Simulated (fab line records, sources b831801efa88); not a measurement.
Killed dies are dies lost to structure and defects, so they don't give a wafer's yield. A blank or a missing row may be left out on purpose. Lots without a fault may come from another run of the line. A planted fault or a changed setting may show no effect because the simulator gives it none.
A struck lot beside a sound one | flow gf180mcu | 15 steps out of a route of 602
Sound: wafers L890.1, L890.3, L890.6. Struck: wafers L901.2, L901.4, L901.5. The cause comes at the end.
At each step with rows: each side's tool, then ch and its chambers, then its first start. Under that, the readings that differ: sound wafers | struck wafers | difference of the means | sigmas: that difference in standard deviations of wafers without a fault.
alike: readings whose means differ by less than 2 such deviations, and words and numbers that are the same on both sides. not compared: withheld readings, readings that some wafer has no value for, bounds like >300 that may hide the same value, and numbers for which the record gives no deviation and whose values overlap.
The two part at a step that has a row with sigmas, a row that says differs or no value, or rows on one side only. Numbers that don't overlap but have no deviation are shown without sigmas and don't part them. A reading that every wafer of one side lacks parts them only if that side has two wafers or more.

first, 2 steps without rows for these wafers: GF_CONTACT_PEB_12 (peb time 90 s); GF_CONTACT_DEVELOP_13 (develop time 60 s).
GF_CONTACT_CD_MEAS_14: target cd 220 nm.
  sound on cd_sem-02, day 16 23:05; struck on cd_sem-02, day 21 00:37
  alike: cd_nm
GF_CONTACT_OVL_MEAS_15:
  sound on overlay-02, day 16 23:12; struck on overlay-01, day 21 00:44
  alike: CONTACT_OVL
GF_CONTACT_ETCH_16: etches BARC in N2/H2.
  sound on rie_diel-02 ch 1,3, day 16 23:14; struck on rie_diel-01 ch 2,3, day 21 00:46
  alike: drypump_motor_current_A, n2_flow_sccm, oes_product_au, throttle_valve_pct
GF_CONTACT_ETCH_17: etches SiO2 in C4F8/O2/Ar, stops on CoSi2, target depth 860 nm.
  sound on rie_diel-02 ch 1,3; struck on rie_diel-01 ch 2,3
  alike: oes_product_au
GF_CONTACT_STRIP_18: strips in O2/N2.
  sound on plasma_asher-01 ch 1, day 16 23:24; struck on plasma_asher-02 ch 0,1, day 21 00:55
  reading             | sound             | struck            | difference | sigmas
  n2_flow_sccm (sccm) | 302.6 300.5 300.8 | 299.3 299.7 299.1 | -1.9       | -2
  alike: drypump_motor_current_A, heater_power_w, oes_product_au
  not compared: rf_hours_counter_h
then, 3 steps without rows for these wafers: GF_CONTACT_CLEAN_19 (cleans in SPM); GF_CONTACT_CLEAN_20 (cleans in DIW); GF_CONTACT_CLEAN_21 (cleans in dHF, time 20 s).
GF_CONTACT_SPUTTER_22: material Ti, target thk 15 nm, time 80.02 s.
  sound on pvd_sputter-02, day 16 23:42; struck on pvd_sputter-01, day 21 01:14
  alike: throttle_valve_pct
GF_CONTACT_SPUTTER_23: material TiN, target thk 10 nm, time 40 s.
  sound on pvd_sputter-02, day 16 23:46; struck on pvd_sputter-01, day 21 01:17
  alike: throttle_valve_pct
GF_CONTACT_CVD_24: deposits W, target thk 300 nm, time 90.339 s.
  sound on cvd_w-02 ch 0,1, day 16 23:48; struck on cvd_w-01 ch 0,1, day 21 01:20
  reading                               | sound           | struck            | difference | sigmas
  model.W_of_CONTACT_CVD_24.thk_nm (nm) | 302.7 294.6 305 | 101.3 102.2 101.2 | -199.2     |
  alike: heater_power_w
GF_CONTACT_RS_MEAS_25: measures by four-point-probe.
  sound on film_metro-04, day 16 23:54; struck on film_metro-01, day 21 01:44
  reading               | sound             | struck            | difference | sigmas
  CONTACT_W_RS (ohm/sq) | 0.380 0.389 0.376 | 1.158 1.147 1.162 | +0.774     | +99 or more
  not compared: hold
GF_PASSIVATION_PROBE_99:
  the record has rows for the sound wafers here (prober-01, day 29 21:57) and none for the struck ones

WHERE THEY PART
First at GF_CONTACT_STRIP_18; last, within this record, at GF_PASSIVATION_PROBE_99.

WHY: what the simulator had put in
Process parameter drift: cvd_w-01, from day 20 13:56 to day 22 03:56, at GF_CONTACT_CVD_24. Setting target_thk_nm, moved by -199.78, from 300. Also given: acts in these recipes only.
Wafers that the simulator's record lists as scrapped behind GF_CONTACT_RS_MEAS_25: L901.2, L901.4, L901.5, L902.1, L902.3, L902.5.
